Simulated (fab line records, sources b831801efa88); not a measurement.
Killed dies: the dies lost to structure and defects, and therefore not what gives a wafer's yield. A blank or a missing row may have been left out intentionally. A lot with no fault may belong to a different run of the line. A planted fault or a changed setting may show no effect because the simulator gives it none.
fab line records	flow gf180mcu
record lots=24	wafers=72	last-day=34
route steps=602 shown DNWELL@41 HV_LDD@222 PSD@258 CONTACT@292 V2@404
lots that met no fault: taken from a fault-free run of the same line
start-h: hours from the record's first day to the start of the lot's first wafer shown	wait-h: hours since the lot's step before	" same as the row above	L1.1+2: one row covering several wafers at once	- no value, or no start given	* or withheld: withheld	< > ~ a bound
route shown NAME@n: a module of which the file shows steps, and the number in the route of the first	usual: mean/standard deviation of fault-free wafers	same: alike in all rows	chamber/n: place in a boat	sites: each site's reading	_std_site: standard deviation across them	_edge_site: outer sites' mean less inner sites'	radius-mm: for every site, how far away it sits from the centre of the wafer	mask NAME#n: copy n	behind: the tool/chamber that last shaped the wafer	hold: the reason the lot was held/the length of the hold in hours/how it ended	device: whichever transistor did not switch (one of n, p or np)	end of line: at the end of the route, the tests of the same wafers	step lacking rows: just its recipe	killed: at the first sort, the dies lost to defects and structure; wafer yield is something else	map: a wafer's dies, marking killed ones x, the rest . and places with no die _
set.NAME: the setting that was run; set.NAME@STEP: the one run at that earlier step	model.NAME: the simulator's own value behind a step, which no gauge read
one table for each step of the route and one row for each wafer, over a sample of lots
services: a tool's chamber out of use, with start hour (start-h, from the record's first day; less than 0 if before it), hours out, and reason
## steps
# step GF_DNWELL_TW_MEAS_09
# usual DNWELL_TW=1354/11
lot.wafer	tool	chamber	start-h	wait-h	DNWELL_TW
L074.3	film-metro-04	-	43.73	0.1	1348
L074.5	"	-	"	"	1362
L074.6	"	-	"	"	1356
L075.1	film-metro-04	-	49.56	0.1	1335
L075.2	"	-	"	"	1335
L075.5	"	-	"	"	1329
L076.1	film-metro-04	-	55.46	0.1	1358
L076.2	"	-	"	"	1362
L076.5	"	-	"	"	1351
L077.1	film-metro-04	-	59.51	0.1	1341
L077.3	"	-	"	"	1345
L077.5	"	-	"	"	1338
L078.2	film-metro-02	-	65.17	0.1	1359
L078.3	"	-	"	"	1353
L078.5	"	-	"	"	1359
L079.1	film-metro-04	-	69.91	0.1	1353
L079.3	"	-	"	"	1359
L079.6	"	-	"	"	1346
L080.2	film-metro-02	-	74.77	0.1	1357
L080.5	"	-	"	"	1359
L080.6	"	-	"	"	1360
L081.2	film-metro-03	-	82.62	0.1	1351
L081.4	"	-	"	"	1340
L081.6	"	-	"	"	1337
L082.1	film-metro-02	-	87.46	0.1	1374
L082.3	"	-	"	"	1368
L082.6	"	-	"	"	1375
L083.2	film-metro-02	-	92.37	0.1	1374
L083.3	"	-	"	"	1360
L083.6	"	-	"	"	1357
L084.4	film-metro-02	-	96.34	0.1	1365
L084.5	"	-	"	"	1368
L084.6	"	-	"	"	1363
L085.1	film-metro-03	-	99.26	0.1	1342
L085.3	"	-	"	"	1353
L085.4	"	-	"	"	1351
L086.1	film-metro-02	-	107.21	0.1	1361
L086.2	"	-	"	"	1355
L086.3	"	-	"	"	1357
L087.1	film-metro-04	-	112.66	0.1	1341
L087.3	"	-	"	"	1344
L087.6	"	-	"	"	1338
L088.4	film-metro-03	-	117.14	0.1	1355
L088.5	"	-	"	"	1353
L088.6	"	-	"	"	1348
L089.3	film-metro-02	-	125.03	0.1	1373
L089.4	"	-	"	"	1367
L089.6	"	-	"	"	1372
L090.2	film-metro-04	-	131.22	0.1	1355
L090.3	"	-	"	"	1361
L090.6	"	-	"	"	1368
L091.3	film-metro-03	-	135.08	0.1	1347
L091.5	"	-	"	"	1347
L091.6	"	-	"	"	1357
L092.3	film-metro-04	-	138.98	0.1	1346
L092.4	"	-	"	"	1340
L092.6	"	-	"	"	1336
L093.1	film-metro-02	-	144.51	0.1	1350
L093.5	"	-	"	"	1360
L093.6	"	-	"	"	1363
L094.1	film-metro-04	-	151.01	0.1	1362
L094.2	"	-	"	"	1363
L094.4	"	-	"	"	1357
L095.1	film-metro-03	-	155.56	0.1	1347
L095.4	"	-	"	"	1346
L095.5	"	-	"	"	1339
L096.2	film-metro-04	-	161.22	0.1	1358
L096.4	"	-	"	"	1364
L096.5	"	-	"	"	1360
L097.1	film-metro-04	-	166.21	0.1	1363
L097.2	"	-	"	"	1362
L097.3	"	-	"	"	1360
# step GF_HV_LDD_CD_MEAS_46
# recipe target-cd-nm=400
# usual cd-nm=402.0/2.5
lot.wafer	tool	chamber	start-h	wait-h	cd-nm
L074.3	cd-sem-02	-	277.54	0.1	401.1
L074.5	"	-	"	"	400.4
L074.6	"	-	"	"	399.2
L075.1	cd-sem-01	-	281.30	0.1	402.9
L075.2	"	-	"	"	402.6
L075.5	"	-	"	"	404.7
L076.1	cd-sem-01	-	292.35	0.1	404.0
L076.2	"	-	"	"	402.6
L076.5	"	-	"	"	403.3
L077.1	cd-sem-01	-	296.45	0.1	399.6
L077.3	"	-	"	"	399.4
L077.5	"	-	"	"	399.4
L078.2	cd-sem-01	-	304.32	0.1	403.6
L078.3	"	-	"	"	403.4
L078.5	"	-	"	"	403.6
L079.1	cd-sem-02	-	312.95	0.1	399.9
L079.3	"	-	"	"	399.9
L079.6	"	-	"	"	401.3
L080.2	cd-sem-01	-	319.87	0.1	407.1
L080.5	"	-	"	"	407.5
L080.6	"	-	"	"	407.2
L081.2	cd-sem-01	-	331.69	0.2	401.4
L081.4	"	-	"	"	400.7
L081.6	"	-	"	"	401.3
L082.1	cd-sem-01	-	342.65	0.1	403.9
L082.3	"	-	"	"	402.9
L082.6	"	-	"	"	400.7
L083.2	cd-sem-02	-	348.82	0.1	398.1
L083.3	"	-	"	"	399.9
L083.6	"	-	"	"	398.2
L084.4	cd-sem-02	-	351.92	0.1	398.7
L084.5	"	-	"	"	401.0
L084.6	"	-	"	"	401.7
L085.1	cd-sem-02	-	363.20	0.1	406.4
L085.3	"	-	"	"	406.4
L085.4	"	-	"	"	406.5
L086.1	cd-sem-01	-	372.51	0.1	402.7
L086.2	"	-	"	"	404.0
L086.3	"	-	"	"	404.2
L087.1	cd-sem-01	-	374.16	0.1	402.1
L087.3	"	-	"	"	403.8
L087.6	"	-	"	"	404.1
L088.4	cd-sem-02	-	389.56	0.1	398.3
L088.5	"	-	"	"	399.8
L088.6	"	-	"	"	398.0
L089.3	cd-sem-02	-	396.79	0.1	401.7
L089.4	"	-	"	"	401.3
L089.6	"	-	"	"	404.3
L090.2	cd-sem-01	-	409.53	0.1	404.9
L090.3	"	-	"	"	406.0
L090.6	"	-	"	"	402.6
L091.3	cd-sem-02	-	410.24	0.1	402.0
L091.5	"	-	"	"	404.3
L091.6	"	-	"	"	405.9
L092.3	cd-sem-01	-	417.85	0.1	399.2
L092.4	"	-	"	"	399.7
L092.6	"	-	"	"	401.9
L093.1	cd-sem-01	-	424.15	0.1	402.9
L093.5	"	-	"	"	402.2
L093.6	"	-	"	"	403.5
L094.1	cd-sem-02	-	435.95	0.1	399.9
L094.2	"	-	"	"	402.3
L094.4	"	-	"	"	402.4
L095.1	cd-sem-01	-	441.81	0.1	397.3
L095.4	"	-	"	"	396.1
L095.5	"	-	"	"	396.7
L096.2	cd-sem-01	-	451.57	0.1	402.1
L096.4	"	-	"	"	400.5
L096.5	"	-	"	"	402.2
L097.1	cd-sem-01	-	456.55	0.1	402.6
L097.2	"	-	"	"	400.8
L097.3	"	-	"	"	401.0
# step GF_PSD_STRIP_10
# recipe chemistry=O2/N2	power-w=1400	pressure-mtorr=1500	platen-temp-c=250	o2-flow-sccm=3000	n2-flow-sccm=300	overash-fraction=0.5
# usual drypump-motor-current-A=5.4/0.38	heater-power-w=346/15	n2-flow-sccm=300.1/0.88	o2-flow-sccm=3000/7.9	oes-product-au=0.591/0.0046	strip-time-to-endpoint-s=16.60/0.034
lot.wafer	tool	chamber	start-h	wait-h	drypump-motor-current-A	heater-power-w	n2-flow-sccm	o2-flow-sccm	oes-product-au	rf-hours-counter-h	strip-time-to-endpoint-s
L074.3	plasma-asher-04	1	323.76	0.1	4.8	327	300.9	3002	0.586	-	16.57
L074.5	"	0	"	"	5.6	347	300.0	3000	0.584	-	16.64
L074.6	"	1	"	"	4.8	330	297.8	2999	0.593	-	16.59
L075.1	plasma-asher-01	1	326.98	0.1	5.2	366	299.3	3003	0.597	21	16.66
L075.2	"	0	"	"	5.4	335	301.4	3008	0.587	21	16.63
L075.5	"	0	"	"	5.4	334	300.3	3001	0.600	-	16.66
L076.1	plasma-asher-01	0	337.41	0.1	5.4	334	299.8	3002	0.592	22	16.55
L076.2	"	1	"	"	5.1	357	299.9	3011	0.591	22	16.53
L076.5	"	1	"	"	5.2	362	299.9	2995	0.589	-	16.58
L077.1	plasma-asher-04	0	342.66	0.1	5.6	347	300.7	2996	0.582	54	16.61
L077.3	"	1	"	"	4.8	332	300.2	3008	0.589	-	16.56
L077.5	"	0	"	"	5.6	329	300.5	2999	0.594	-	16.58
L078.2	plasma-asher-02	1	350.06	0.1	5.3	349	300.5	2990	0.599	71	16.60
L078.3	"	0	"	"	6.2	353	300.3	2996	0.595	-	16.58
L078.5	"	0	"	"	6.2	363	299.3	3002	0.588	-	16.58
L079.1	plasma-asher-01	0	359.38	0.1	5.4	341	300.2	2988	0.591	24	16.59
L079.3	"	0	"	"	5.4	333	300.5	2978	0.583	-	16.62
L079.6	"	1	"	"	5.1	359	300.2	3006	0.587	-	16.65
L080.2	plasma-asher-04	0	366.46	0.1	5.6	340	299.3	3004	0.592	56	16.55
L080.5	"	0	"	"	5.6	333	298.5	3011	0.588	-	16.53
L080.6	"	1	"	"	4.8	314	299.9	2989	0.592	-	16.58
L081.2	plasma-asher-01	1	380.91	0.1	5.2	373	300.6	3003	0.591	26	16.66
L081.4	"	0	"	"	5.4	347	300.1	2994	0.589	-	16.65
L081.6	"	0	"	"	5.4	337	299.4	2998	0.602	-	16.60
L082.1	plasma-asher-02	1	391.23	0.1	5.3	359	301.4	3003	0.591	75	16.60
L082.3	"	0	"	"	6.2	363	300.7	3007	0.593	-	16.59
L082.6	"	0	"	"	6.2	357	300.1	3001	0.583	-	16.58
L083.2	plasma-asher-02	1	397.33	0.1	5.2	352	300.2	3003	0.600	76	16.64
L083.3	"	1	"	"	5.3	364	300.1	2991	0.601	-	16.65
L083.6	"	1	"	"	5.3	347	300.6	3008	0.602	-	16.61
L084.4	plasma-asher-01	1	402.54	0.1	5.2	370	298.0	3001	0.590	-	16.59
L084.5	"	0	"	"	5.4	336	299.1	2987	0.582	-	16.57
L084.6	"	1	"	"	5.2	351	299.3	3003	0.580	-	16.58
L085.1	plasma-asher-02	0	412.66	0.1	6.2	355	299.8	2995	0.599	77	16.66
L085.3	"	0	"	"	6.2	359	300.6	2994	0.594	-	16.62
L085.4	"	1	"	"	5.3	360	300.1	3007	0.587	-	16.60
L086.1	plasma-asher-04	0	422.43	0.1	5.6	340	299.5	3003	0.588	62	16.64
L086.2	"	1	"	"	4.9	323	302.0	3000	0.595	62	16.65
L086.3	"	1	"	"	4.9	329	299.7	3004	0.592	-	16.67
L087.1	plasma-asher-01	1	425.41	0.1	5.1	373	300.4	3010	0.595	31	16.59
L087.3	"	1	"	"	5.2	357	301.8	3010	0.587	-	16.58
L087.6	"	1	"	"	5.1	364	300.7	3005	0.589	-	16.59
L088.4	plasma-asher-01	0	441.59	0.1	5.4	335	299.2	3000	0.588	-	16.58
L088.5	"	1	"	"	5.1	361	300.1	2995	0.588	-	16.58
L088.6	"	0	"	"	5.4	334	300.0	3002	0.595	-	16.64
L089.3	plasma-asher-02	1	448.66	0.1	5.3	364	300.9	2996	0.580	-	16.62
L089.4	"	0	"	"	6.2	362	298.4	3003	0.582	-	16.63
L089.6	"	0	"	"	6.2	356	300.3	3002	0.589	-	16.61
L090.2	plasma-asher-04	0	461.21	0.1	5.6	330	300.1	2989	0.589	66	16.63
L090.3	"	0	"	"	5.6	328	300.0	2987	0.595	-	16.63
L090.6	"	1	"	"	4.9	318	300.8	2991	0.596	-	16.60
L091.3	plasma-asher-01	1	462.89	0.1	5.2	357	298.7	3000	0.597	-	16.60
L091.5	"	0	"	"	5.4	333	300.6	3000	0.589	-	16.57
L091.6	"	1	"	"	5.2	353	300.2	2999	0.592	-	16.58
L092.3	plasma-asher-02	0	471.16	0.1	6.2	361	299.9	2996	0.595	-	16.61
L092.4	"	1	"	"	5.3	360	300.4	3022	0.597	-	16.57
L092.6	"	0	"	"	6.2	363	301.2	2989	0.588	-	16.61
L093.1	plasma-asher-04	1	476.93	0.1	4.8	324	299.8	3008	0.598	68	16.62
L093.5	"	1	"	"	4.8	327	300.3	3003	0.591	-	16.64
L093.6	"	0	"	"	5.6	345	301.1	2994	0.586	-	16.62
L094.1	plasma-asher-04	0	487.41	0.1	5.6	340	300.3	2987	0.587	69	16.56
L094.2	"	1	"	"	4.9	330	298.7	3016	0.591	69	16.56
L094.4	"	0	"	"	5.6	341	298.5	2992	0.586	-	16.58
L095.1	plasma-asher-01	1	493.78	0.1	5.2	366	299.7	3001	0.595	38	16.62
L095.4	"	1	"	"	5.2	361	300.0	3001	0.584	-	16.60
L095.5	"	1	"	"	5.2	357	300.8	3007	0.593	-	16.55
L096.2	plasma-asher-01	0	503.26	0.1	5.4	340	299.5	2999	0.588	39	16.59
L096.4	"	1	"	"	5.2	370	300.2	2991	0.589	-	16.59
L096.5	"	1	"	"	5.2	373	302.7	2995	0.589	-	16.61
L097.1	plasma-asher-01	1	508.26	0.1	5.1	359	298.8	3004	0.589	39	16.59
L097.2	"	0	"	"	5.4	341	298.9	3001	0.594	39	16.60
L097.3	"	0	"	"	5.4	340	299.3	2999	0.591	-	16.60
# step GF_CONTACT_BOW_MEAS_05
# recipe mode=bow
# usual CONTACT_BOW=65/7
lot.wafer	tool	chamber	start-h	wait-h	CONTACT_BOW[um]
L074.3	film-metro-03	-	346.45	0.1	76
L074.5	"	-	"	"	56
L074.6	"	-	"	"	51
L075.1	film-metro-02	-	349.98	0.2	70
L075.2	"	-	"	"	60
L075.5	"	-	"	"	63
L076.1	film-metro-03	-	361.24	0.2	66
L076.2	"	-	"	"	66
L076.5	"	-	"	"	81
L077.1	film-metro-01	-	365.71	0.1	69
L077.3	"	-	"	"	70
L077.5	"	-	"	"	74
L078.2	film-metro-01	-	373.80	0.2	63
L078.3	"	-	"	"	69
L078.5	"	-	"	"	66
L079.1	film-metro-01	-	383.47	0.2	65
L079.3	"	-	"	"	63
L079.6	"	-	"	"	62
L080.2	film-metro-03	-	391.64	0.2	64
L080.5	"	-	"	"	61
L080.6	"	-	"	"	66
L081.2	film-metro-02	-	406.08	0.1	56
L081.4	"	-	"	"	58
L081.6	"	-	"	"	63
L082.1	film-metro-01	-	416.23	0.1	60
L082.3	"	-	"	"	69
L082.6	"	-	"	"	67
L083.2	film-metro-01	-	422.84	0.2	75
L083.3	"	-	"	"	80
L083.6	"	-	"	"	71
L084.4	film-metro-02	-	427.92	0.3	54
L084.5	"	-	"	"	78
L084.6	"	-	"	"	55
L085.1	film-metro-01	-	439.11	0.1	62
L085.3	"	-	"	"	67
L085.4	"	-	"	"	64
L086.1	film-metro-03	-	449.14	0.1	58
L086.2	"	-	"	"	60
L086.3	"	-	"	"	68
L087.1	film-metro-01	-	452.19	0.2	53
L087.3	"	-	"	"	65
L087.6	"	-	"	"	69
L088.4	film-metro-02	-	467.97	0.2	70
L088.5	"	-	"	"	64
L088.6	"	-	"	"	75
L089.3	film-metro-03	-	474.48	0.2	54
L089.4	"	-	"	"	63
L089.6	"	-	"	"	65
L090.2	film-metro-03	-	486.63	0.1	61
L090.3	"	-	"	"	72
L090.6	"	-	"	"	57
L091.3	film-metro-01	-	488.85	0.3	60
L091.5	"	-	"	"	62
L091.6	"	-	"	"	62
L092.3	film-metro-02	-	497.06	0.1	60
L092.4	"	-	"	"	59
L092.6	"	-	"	"	73
L093.1	film-metro-03	-	502.32	0.2	64
L093.5	"	-	"	"	78
L093.6	"	-	"	"	48
L094.1	film-metro-03	-	513.29	0.2	65
L094.2	"	-	"	"	58
L094.4	"	-	"	"	70
L095.1	film-metro-03	-	519.54	0.1	58
L095.4	"	-	"	"	59
L095.5	"	-	"	"	56
L096.2	film-metro-01	-	528.58	0.2	59
L096.4	"	-	"	"	67
L096.5	"	-	"	"	73
L097.1	film-metro-02	-	533.67	0.2	71
L097.2	"	-	"	"	72
L097.3	"	-	"	"	79
# step GF_V2_SPUTTER_22
# recipe material=TiN	target-thk-nm=10	chamber-pressure-pa=5	power-w=4000	time-s=40
# usual throttle-valve-pct=29.7/0.94
lot.wafer	tool	chamber	start-h	wait-h	throttle-valve-pct
L074.3	pvd-sputter-03	-	469.78	0.0	30.9
L074.5	"	-	"	"	29.8
L074.6	"	-	"	"	30.3
L075.1	pvd-sputter-04	-	473.28	0.0	28.0
L075.2	"	-	"	"	29.0
L075.5	"	-	"	"	28.7
L076.1	pvd-sputter-03	-	486.08	0.0	28.7
L076.2	"	-	"	"	30.4
L076.5	"	-	"	"	29.6
L077.1	pvd-sputter-03	-	491.63	0.0	29.9
L077.3	"	-	"	"	30.2
L077.5	"	-	"	"	30.0
L078.2	pvd-sputter-01	-	498.78	0.0	31.7
L078.3	"	-	"	"	29.4
L078.5	"	-	"	"	30.5
L079.1	pvd-sputter-03	-	509.28	0.0	28.8
L079.3	"	-	"	"	31.0
L079.6	"	-	"	"	30.9
L080.2	pvd-sputter-03	-	519.13	0.0	30.2
L080.5	"	-	"	"	30.8
L080.6	"	-	"	"	30.0
L081.2	pvd-sputter-03	-	531.68	0.0	30.0
L081.4	"	-	"	"	31.0
L081.6	"	-	"	"	31.1
L082.1	pvd-sputter-04	-	543.46	0.0	28.8
L082.3	"	-	"	"	29.8
L082.6	"	-	"	"	28.9
L083.2	pvd-sputter-04	-	546.53	0.0	28.5
L083.3	"	-	"	"	29.9
L083.6	"	-	"	"	30.1
L084.4	pvd-sputter-04	-	553.94	0.0	28.8
L084.5	"	-	"	"	28.8
L084.6	"	-	"	"	27.9
L085.1	pvd-sputter-03	-	564.73	0.0	28.8
L085.3	"	-	"	"	30.1
L085.4	"	-	"	"	29.9
L086.1	pvd-sputter-04	-	573.55	0.0	28.0
L086.2	"	-	"	"	30.1
L086.3	"	-	"	"	28.7
L087.1	pvd-sputter-04	-	576.99	0.0	28.0
L087.3	"	-	"	"	29.9
L087.6	"	-	"	"	29.8
L088.4	pvd-sputter-03	-	589.05	0.0	30.1
L088.5	"	-	"	"	30.9
L088.6	"	-	"	"	28.8
L089.3	pvd-sputter-04	-	595.18	0.0	28.7
L089.4	"	-	"	"	28.2
L089.6	"	-	"	"	28.2
L090.2	pvd-sputter-03	-	605.32	0.0	30.8
L090.3	"	-	"	"	30.1
L090.6	"	-	"	"	30.4
L091.3	pvd-sputter-04	-	608.17	0.0	28.8
L091.5	"	-	"	"	28.9
L091.6	"	-	"	"	28.4
L092.3	pvd-sputter-03	-	615.67	0.0	28.8
L092.4	"	-	"	"	30.0
L092.6	"	-	"	"	29.9
L093.1	pvd-sputter-03	-	619.41	0.0	30.8
L093.5	"	-	"	"	31.3
L093.6	"	-	"	"	30.0
L094.1	pvd-sputter-03	-	628.53	0.0	30.4
L094.2	"	-	"	"	29.7
L094.4	"	-	"	"	28.9
L095.1	pvd-sputter-03	-	635.09	0.0	31.0
L095.4	"	-	"	"	28.8
L095.5	"	-	"	"	28.6
L096.2	pvd-sputter-03	-	643.97	0.0	30.0
L096.4	"	-	"	"	30.3
L096.5	"	-	"	"	28.7
L097.1	pvd-sputter-03	-	647.22	0.0	30.9
L097.2	"	-	"	"	30.4
L097.3	"	-	"	"	29.7
# step GF_V2_RS_MEAS_24
# recipe thk-meas-gauge=four-point-probe	reads=W_of_V2_CVD_23+TiN_of_V2_SPUTTER_22+Ti_of_V2_SPUTTER_21
# usual V2_W_RS=0.3299/0.0023
lot.wafer	tool	chamber	start-h	wait-h	V2_W_RS[ohm/sq]
L074.3	film-metro-02	-	469.97	0.1	0.3256
L074.5	"	-	"	"	0.3256
L074.6	"	-	"	"	0.3279
L075.1	film-metro-02	-	473.43	0.1	0.3301
L075.2	"	-	"	"	0.3319
L075.5	"	-	"	"	0.3321
L076.1	film-metro-01	-	486.23	0.1	0.3280
L076.2	"	-	"	"	0.3239
L076.5	"	-	"	"	0.3279
L077.1	film-metro-01	-	491.78	0.1	0.3323
L077.3	"	-	"	"	0.3297
L077.5	"	-	"	"	0.3322
L078.2	film-metro-03	-	498.95	0.1	0.3347
L078.3	"	-	"	"	0.3332
L078.5	"	-	"	"	0.3320
L079.1	film-metro-02	-	509.43	0.1	0.3338
L079.3	"	-	"	"	0.3301
L079.6	"	-	"	"	0.3324
L080.2	film-metro-02	-	519.30	0.1	0.3307
L080.5	"	-	"	"	0.3302
L080.6	"	-	"	"	0.3332
L081.2	film-metro-03	-	531.85	0.1	0.3304
L081.4	"	-	"	"	0.3293
L081.6	"	-	"	"	0.3331
L082.1	film-metro-01	-	543.61	0.1	0.3279
L082.3	"	-	"	"	0.3287
L082.6	"	-	"	"	0.3279
L083.2	film-metro-02	-	546.70	0.1	0.3296
L083.3	"	-	"	"	0.3261
L083.6	"	-	"	"	0.3307
L084.4	film-metro-01	-	554.15	0.1	0.3305
L084.5	"	-	"	"	0.3279
L084.6	"	-	"	"	0.3304
L085.1	film-metro-01	-	565.00	0.2	0.3311
L085.3	"	-	"	"	0.3292
L085.4	"	-	"	"	0.3293
L086.1	film-metro-03	-	573.70	0.1	0.3292
L086.2	"	-	"	"	0.3252
L086.3	"	-	"	"	0.3317
L087.1	film-metro-02	-	577.15	0.1	0.3315
L087.3	"	-	"	"	0.3349
L087.6	"	-	"	"	0.3296
L088.4	film-metro-01	-	589.24	0.1	0.3269
L088.5	"	-	"	"	0.3286
L088.6	"	-	"	"	0.3281
L089.3	film-metro-02	-	595.37	0.1	0.3306
L089.4	"	-	"	"	0.3339
L089.6	"	-	"	"	0.3310
L090.2	film-metro-03	-	605.49	0.1	0.3293
L090.3	"	-	"	"	0.3298
L090.6	"	-	"	"	0.3334
L091.3	film-metro-03	-	608.36	0.1	0.3270
L091.5	"	-	"	"	0.3314
L091.6	"	-	"	"	0.3285
L092.3	film-metro-02	-	615.86	0.1	0.3308
L092.4	"	-	"	"	0.3313
L092.6	"	-	"	"	0.3354
L093.1	film-metro-02	-	619.56	0.1	0.3288
L093.5	"	-	"	"	0.3304
L093.6	"	-	"	"	0.3294
L094.1	film-metro-02	-	628.68	0.1	0.3289
L094.2	"	-	"	"	0.3288
L094.4	"	-	"	"	0.3318
L095.1	film-metro-02	-	635.24	0.1	0.3276
L095.4	"	-	"	"	0.3303
L095.5	"	-	"	"	0.3322
L096.2	film-metro-03	-	644.14	0.1	0.3303
L096.4	"	-	"	"	0.3328
L096.5	"	-	"	"	0.3309
L097.1	film-metro-01	-	647.37	0.1	0.3281
L097.2	"	-	"	"	0.3288
L097.3	"	-	"	"	0.3267
## services
tool	chamber	start-h	hours	kind
plasma-asher-04	-	306.17	2.8	pm
plasma-asher-04	-	317.95	2.2	repair
pvd-sputter-04	0	330.45	-	consumable-replace:kit
pvd-sputter-04	0	330.45	18.0	scheduled-down
pvd-sputter-04	0	330.45	18.0	vent-cycle
pvd-sputter-01	3	372.13	-	consumable-replace:kit
pvd-sputter-03	-	381.86	1.2	repair
pvd-sputter-04	-	421.75	4.0	repair
pvd-sputter-01	-	423.79	14.8	repair
plasma-asher-02	-	441.66	4.6	repair
pvd-sputter-03	-	447.84	1.0	repair
plasma-asher-02	-	454.66	0.4	repair
pvd-sputter-01	-	459.41	4.9	repair
plasma-asher-01	-	477.67	0.6	repair
pvd-sputter-03	-	478.07	1.4	repair
pvd-sputter-01	-	514.62	1.9	repair
plasma-asher-01	-	527.28	2.4	repair
pvd-sputter-03	-	543.73	5.9	repair
pvd-sputter-03	2	581.52	-	consumable-replace:kit
pvd-sputter-03	2	581.52	18.0	scheduled-down
pvd-sputter-03	2	581.52	18.0	vent-cycle
pvd-sputter-01	-	596.98	2.5	repair
plasma-asher-02	-	597.09	2.2	repair
plasma-asher-04	-	599.39	15.6	pm
## key
fault none
